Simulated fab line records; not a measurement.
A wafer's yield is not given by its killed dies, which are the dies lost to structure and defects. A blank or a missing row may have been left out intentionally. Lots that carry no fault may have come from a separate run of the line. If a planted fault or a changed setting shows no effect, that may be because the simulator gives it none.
The same fault as seen by 2 desks -- flow sky130 -- every desk sees just its own numbers, and what lay behind them comes last

== TOOL OWNER'S DESK, implanter-02 ==
SKY_NWELL_IMPLANT_24, tool's own readings: per-lot mean of the sampled wafers with a number, covering each lot this tool ran. Any lot whose mean is over 4 standard deviations away from the usual mean is out of limits and marked OUT; that distance is given in the brackets.
Columns: A = dose-ions-cm2 at SKY_NWELL_IMPLANT_24, usual 9.199e+12; B = faraday-current-uA at SKY_NWELL_IMPLANT_24, usual 51.8
lot,first seen here,A,B
L874,day 6 17:43,9.207e+12,52.2
L876,day 7 03:25,9.197e+12,50.8
L878,day 7 13:53,9.201e+12,51.4
L880,day 8 01:28,9.199e+12,51.4
L886,day 9 16:46,4.457e+12 (-99 or more) OUT,25.0 (-27) OUT
L888,day 10 00:39,4.460e+12 (-99 or more) OUT,25.2 (-27) OUT
This desk's finding: out of limits on L886, L888; first on L886, day 9 16:46 (dose-ions-cm2 at SKY_NWELL_IMPLANT_24). L874, L876, L878, L880 stayed within limits.

== METROLOGY DESK ==
Means of the sampled wafers that have a number, per lot and without regard to the tool the lot ran on: this is what the gauges read. Any lot whose mean is over 4 standard deviations away from the usual mean is out of limits and marked OUT; that distance is given in the brackets.
Columns: A = INCOMING_BOW at SKY_FIELD_ISO_BOW_MEAS_00, usual 0 um; B = NWELL_01_OVL at SKY_NWELL_OVL_MEAS_23, usual -0.1 nm; C = NWELL_2_TW at SKY_NWELL_TW_MEAS_26, usual 495.8; D = cd-nm at SKY_VT_ADJUST_NCORE_CD_MEAS_07, usual 379.4 nm
lot,first seen here,A,B,C,D
L869,day 1 10:00,4,1.1,494.1,377.6
L871,day 1 20:00,-3,1.1,493.2,379.9
L874,day 2 11:00,0,-0.3,497.2,381.3
L875,day 2 16:00,4,-1.0,494.5,381.4
L876,day 2 21:00,-0,0.6,491.7,380.8
L877,day 3 02:01,-7,1.1,497.6,383.2
L878,day 3 07:00,3,0.6,498.3,377.1
L879,day 3 12:00,0,0.5,498.7,380.3
L880,day 3 17:02,-1,1.1,495.1,376.7
L883,day 4 08:00,5,1.4,500.2,379.0
L886,day 4 23:00,5,-0.7,398.6 (-41) OUT,381.6
L888,day 5 09:01,2,-0.7,399.8 (-40) OUT,381.8
L892,day 6 05:01,-4,-1.4,492.5,380.0
This desk's finding: out of limits on L886, L888; first on L886, day 9 17:01 (NWELL_2_TW at SKY_NWELL_TW_MEAS_26). L869, L871, L874, L875, L876, L877, L878, L879, L880, L883, L892 stayed within limits.

== PUT TOGETHER ==
On L886, L888, at day 9 16:46, an alarm was possible from the tool owner's desk.
On L886, L888, the metrology desk was in a position to raise an alarm at day 9 17:01.
SKY_NWELL_IMPLANT_24 was run on implanter-02 by each of the lots named.

== WHAT THE SIMULATOR PUT IN ==
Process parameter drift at SKY_NWELL_IMPLANT_24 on implanter-02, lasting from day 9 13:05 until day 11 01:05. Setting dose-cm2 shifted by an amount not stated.
Struck lots among those shown: L886, L888.
Counting hours from when the fault started, the first reading out of limits came at 4 for the tool owner's desk and at 4 for the metrology desk.
